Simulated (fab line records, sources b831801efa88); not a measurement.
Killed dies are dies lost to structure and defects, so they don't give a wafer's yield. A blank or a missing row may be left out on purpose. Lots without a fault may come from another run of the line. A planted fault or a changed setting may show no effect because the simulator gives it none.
Which tool did it? | flow sky130 | 8 lots, 24 wafers sampled, at 5 steps of a route of 708

WHAT THE GAUGES READ, wafer by wafer
SKY_FIELD_ISO_CD_MEAS_13: target cd 150 nm.
lot  | measured    | on        | cd_nm (nm)
L128 | day 2 06:25 | cd_sem-01 | 150.1 150.9 149.4
L129 | day 2 10:02 | cd_sem-02 | 152.3 152.3 152.3
L130 | day 2 15:13 | cd_sem-01 | 152.2 151.6 151.2
L131 | day 2 19:00 | cd_sem-01 | 148.3 148.5 148.2
L132 | day 3 01:12 | cd_sem-01 | 149.4 153.5 151.9
L133 | day 3 08:20 | cd_sem-01 | 148.8 148.5 148.9
L134 | day 3 14:50 | cd_sem-02 | 150.5 148.4 150.3
L135 | day 3 19:59 | cd_sem-01 | 150.9 152.4 152.8

SKY_VT_ADJUST_PCH_TW_MEAS_10.
lot  | measured     | on            | VT_ADJUST_PCH_TW
L128 | day 10 05:53 | film_metro-03 | 143.2 143.3 143.3
L129 | day 10 13:11 | film_metro-03 | 143.0 143.6 144.6
L130 | day 11 01:13 | film_metro-01 | 144.2 144.6 144.0
L131 | day 11 08:11 | film_metro-04 | 142.5 142.9 143.3
L132 | day 11 10:45 | film_metro-03 | 143.3 143.6 143.3
L133 | day 11 16:15 | film_metro-03 | 144.3 142.7 143.2
L134 | day 12 05:17 | film_metro-04 | 141.6 141.6 142.2
L135 | day 13 01:24 | film_metro-01 | 144.1 143.4 142.8

SKY_SONOS_TUNNEL_OVL_MEAS_08.
lot  | measured     | on         | SONOS_TUNNEL_OVL (nm)
L128 | day 11 04:35 | overlay-02 | 2.1 1.7 0.5
L129 | day 11 10:54 | overlay-02 | -2.7 -2.4 0.0
L130 | day 12 00:26 | overlay-02 | -3.7 -1.7 -3.0
L131 | day 12 08:08 | overlay-01 | -2.5 -0.8 0.5
L132 | day 12 09:53 | overlay-01 | -1.8 -1.0 0.4
L133 | day 12 15:56 | overlay-01 | -0.3 -0.2 -0.5
L134 | day 13 06:46 | overlay-01 | 1.5 1.9 0.7
L135 | day 14 02:08 | overlay-01 | -1.4 -0.1 -0.5

SKY_SONOS_TUNNEL_TW_MEAS_12.
lot  | measured     | on            | SONOS_TUNNEL_TW
L128 | day 11 05:02 | film_metro-02 | 194.4 195.0 193.9
L129 | day 11 11:22 | film_metro-02 | 194.3 195.2 195.0
L130 | day 12 00:54 | film_metro-03 | 198.7 198.7 200.0
L131 | day 12 08:37 | film_metro-04 | 195.9 195.7 196.3
L132 | day 12 10:22 | film_metro-04 | 292.0 290.9 292.8
L133 | day 12 16:23 | film_metro-04 | 292.3 293.5 293.4
L134 | day 13 07:13 | film_metro-02 | 292.6 293.2 294.2
L135 | day 14 02:37 | film_metro-04 | 298.5 296.5 296.0

WHICH TOOL RAN EACH LOT (tool, then ch and the chambers of the sampled wafers, then the start)
lot  | SKY_SONOS_TUNNEL_IMPLANT_09
L128 | implanter-02 ch 0, day 11 04:38
L129 | implanter-03 ch 0, day 11 10:58
L130 | implanter-02 ch 0, day 12 00:28
L131 | implanter-04 ch 0, day 12 08:10
L132 | implanter-04 ch 0, day 12 09:55
L133 | implanter-02 ch 0, day 12 15:58
L134 | implanter-03 ch 0, day 13 06:47
L135 | implanter-02 ch 0, day 14 02:13
- SKY_SONOS_TUNNEL_IMPLANT_09

WHAT THE TOOLS THEMSELVES READ (means of the sampled wafers that have a number; where no wafer has one, the mark that the record gives instead)
The record holds no such reading with a usual standard deviation.

THE ANSWER, worked out from the rows above alone
Rule: what is usual is taken from the lots themselves. Put in order of their means at a reading, lots are off if they are a third of the lots or fewer, leave a main group of 4 or more, and stand apart from it by a gap of 3 or more times the standard deviation of the main group's means; of several such gaps the widest counts. A main group whose means are all the same, to the digits that the tables above print for the reading, isn't used. A lot without any number at a reading at which 4 lots or more have one is off too. The other lots that the step has rows for count as sound. The gauges are gone through in route order, then the tools' own readings, and for those a lot's mean is taken as printed above. The first step at which some lot is off is used, and at that step the reading that is off furthest; a lot without a number counts as furthest.
No lot is off at any reading shown: from this, nothing can be told.

WHAT THE SIMULATOR HAD PUT IN
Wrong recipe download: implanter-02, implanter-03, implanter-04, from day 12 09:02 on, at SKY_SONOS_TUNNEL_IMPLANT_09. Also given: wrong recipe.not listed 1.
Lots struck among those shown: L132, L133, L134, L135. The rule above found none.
